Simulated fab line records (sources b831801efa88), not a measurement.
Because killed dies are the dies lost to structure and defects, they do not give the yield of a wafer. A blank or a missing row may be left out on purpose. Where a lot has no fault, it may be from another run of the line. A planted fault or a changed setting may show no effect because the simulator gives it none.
The tool behind it: which one? / flow sky130 / Sampling: 6 lots, 18 wafers, 2 of 708 route steps

== WHAT THE GAUGES SHOWED, per wafer ==
SKY_LI_CONTACT_BOW_MEAS_03.
lot=L425; measured=day 28 18:51; on=filmMetro-04; LI_CONTACT_BOW (um)=60 60 49
lot=L427; measured=day 29 09:38; on=filmMetro-04; LI_CONTACT_BOW (um)=63 70 74 - - -
lot=L437; measured=day 32 19:55; on=filmMetro-03; LI_CONTACT_BOW (um)=56 61 56
lot=L440; measured=day 33 19:22; on=filmMetro-01; LI_CONTACT_BOW (um)=53 49 42
lot=L443; measured=day 34 16:07; on=filmMetro-04; LI_CONTACT_BOW (um)=56 58 60
lot=L445; measured=day 35 03:49; on=filmMetro-04; LI_CONTACT_BOW (um)=53 51 66

== EACH LOT AND THE TOOL THAT RAN IT (in order: tool; ch and the chambers of the sampled wafers; start) ==
lot=L425; SKY_LI_CONTACT_CMP_02=cmp-02 ch 0,1,3, day 28 18:33
lot=L427; SKY_LI_CONTACT_CMP_02=cmp-01 ch 0,3, day 29 09:22
lot=L437; SKY_LI_CONTACT_CMP_02=cmp-01 ch 0,1,3, day 32 19:37
lot=L440; SKY_LI_CONTACT_CMP_02=cmp-01 ch 1,2,3, day 33 19:07
lot=L443; SKY_LI_CONTACT_CMP_02=cmp-02 ch 0,2,3, day 34 15:49
lot=L445; SKY_LI_CONTACT_CMP_02=cmp-02 ch 0,2,3, day 35 03:36
- SKY_LI_CONTACT_CMP_02: polishes PSG.

== THE ANSWER, worked out from the rows above alone ==
Rule: what is usual is taken from the lots themselves. Put in order of their means at a reading, lots are off if they are a third of the lots or fewer, leave a main group of 4 or more, and stand apart from it by a gap of 3 or more times the standard deviation of the main group's means; of several such gaps the widest counts. A main group is skipped when, at the precision printed for the reading in the tables above, its means are all equal. A lot without any number at a reading at which 4 lots or more have one is off too. All remaining lots with rows at the step are treated as sound.
No lot is off on any of the readings shown, so nothing can be concluded from this.

== WHAT THE SIMULATOR HAD INSERTED ==
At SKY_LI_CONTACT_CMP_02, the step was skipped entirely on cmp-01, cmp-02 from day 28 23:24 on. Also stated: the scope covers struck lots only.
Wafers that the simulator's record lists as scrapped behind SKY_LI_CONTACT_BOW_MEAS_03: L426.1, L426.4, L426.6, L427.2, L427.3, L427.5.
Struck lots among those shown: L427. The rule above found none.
